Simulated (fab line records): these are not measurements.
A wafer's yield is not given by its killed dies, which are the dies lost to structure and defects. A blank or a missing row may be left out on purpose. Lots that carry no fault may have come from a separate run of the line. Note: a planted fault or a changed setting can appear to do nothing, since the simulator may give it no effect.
Check for tools in common -- flow gf180mcu -- Lots sampled 12, wafers sampled 42

THE REASON FOR OPENING IT
At GF_VT_IMPLANT_TW_MEAS_43 the reading VT_IMPLANT_4_TW is flagged on 2 of 12 lots. Wafers without a fault read 689, standard deviation 3.7.
Rule: a lot is flagged when every wafer of it that has a number lies more than 4 standard deviations from that mean, or none has a number. The rest of the lots are taken to be sound.

lot,measured,on,"VT_IMPLANT_4_TW, wafer by wafer",flag
L106,day 7 14:31,film-metro-03,688 691 688,
L110,day 8 16:22,film-metro-03,683 686 686,
L111,day 8 20:17,film-metro-02,689 687 695,
L113,day 9 15:05,film-metro-03,687 688 689,
L114,day 9 20:07,film-metro-03,559 561 561 561 559 559,FLAGGED
L115,day 10 00:50,film-metro-03,560 562 564 561 562 561,FLAGGED
L116,day 10 15:42,film-metro-02,692 690 691,
L123,day 12 08:49,film-metro-03,686 689 685,
L124,day 12 16:16,film-metro-03,689 686 683,
L126,day 13 03:48,film-metro-02,690 692 691,
L127,day 13 09:39,film-metro-03,692 689 695,
L128,day 13 16:49,film-metro-04,685 686 682,
On average the flagged lots' numbers are 561, which is -128 against the usual, or -35 standard deviations.

EACH LOT AND THE TOOL IT RAN ON
The record holds 1 process step before the reading, out of a route of 602 steps. In each cell: the tool, then ch and the chambers that the sampled wafers went through, then the start.
lot,flag,GF_VT_IMPLANT_IMPLANT_41
L106,,"implanter-02 ch 0, day 7 14:16"
L110,,"implanter-02 ch 0, day 8 16:07"
L111,,"implanter-01 ch 0, day 8 20:02"
L113,,"implanter-04 ch 0, day 9 14:50"
L114,FLAGGED,"implanter-02 ch 0, day 9 19:52"
L115,FLAGGED,"implanter-02 ch 0, day 10 00:35"
L116,,"implanter-01 ch 0, day 10 15:28"
L123,,"implanter-01 ch 0, day 12 08:34"
L124,,"implanter-04 ch 0, day 12 16:01"
L126,,"implanter-02 ch 0, day 13 03:33"
L127,,"implanter-02 ch 0, day 13 09:24"
L128,,"implanter-04 ch 0, day 13 16:34"
What these steps do:
- GF_VT_IMPLANT_IMPLANT_41
- GF_VT_IMPLANT_TW_MEAS_43

FLAGGED AGAINST TOTAL, ONE TOOL AT A TIME (gauges that did the reading follow at the end)
step,tool,lots run,flagged,share of the flagged lots,sound lots run after its first flagged lot
GF_VT_IMPLANT_IMPLANT_41,implanter-01,3,0,none,-
GF_VT_IMPLANT_IMPLANT_41,implanter-02,6,2,all,"2 (L126,L127)"
GF_VT_IMPLANT_IMPLANT_41,implanter-04,3,0,none,-
GF_VT_IMPLANT_TW_MEAS_43,film-metro-02,3,0,none,-
GF_VT_IMPLANT_TW_MEAS_43,film-metro-03,8,2,all,"3 (L123,L124,L127)"
GF_VT_IMPLANT_TW_MEAS_43,film-metro-04,1,0,none,-

THE TABLE: WHAT IT ALLOWS
implanter-02 at GF_VT_IMPLANT_IMPLANT_41 and film-metro-03 at GF_VT_IMPLANT_TW_MEAS_43 are the 2 rows of the table that ran each flagged lot.
- implanter-02 at GF_VT_IMPLANT_IMPLANT_41: 2 of its 6 lots flagged. Sound lots followed the first flagged one (L126, L127) on it, something a lasting fault affecting the whole tool could not allow. Its own readings (dose-ions-cm2, faraday-current-uA) fall more than 4 standard deviations out on all wafers of the flagged lots.
- film-metro-03 at GF_VT_IMPLANT_TW_MEAS_43: 2 of its 8 lots flagged. Sound lots followed the first flagged one (L123, L124, L127) on it, something a lasting fault affecting the whole tool could not allow.
There is no row in the table that ran each flagged lot and no sound lot after the first.

WHAT THE SIMULATOR HAD PUT IN
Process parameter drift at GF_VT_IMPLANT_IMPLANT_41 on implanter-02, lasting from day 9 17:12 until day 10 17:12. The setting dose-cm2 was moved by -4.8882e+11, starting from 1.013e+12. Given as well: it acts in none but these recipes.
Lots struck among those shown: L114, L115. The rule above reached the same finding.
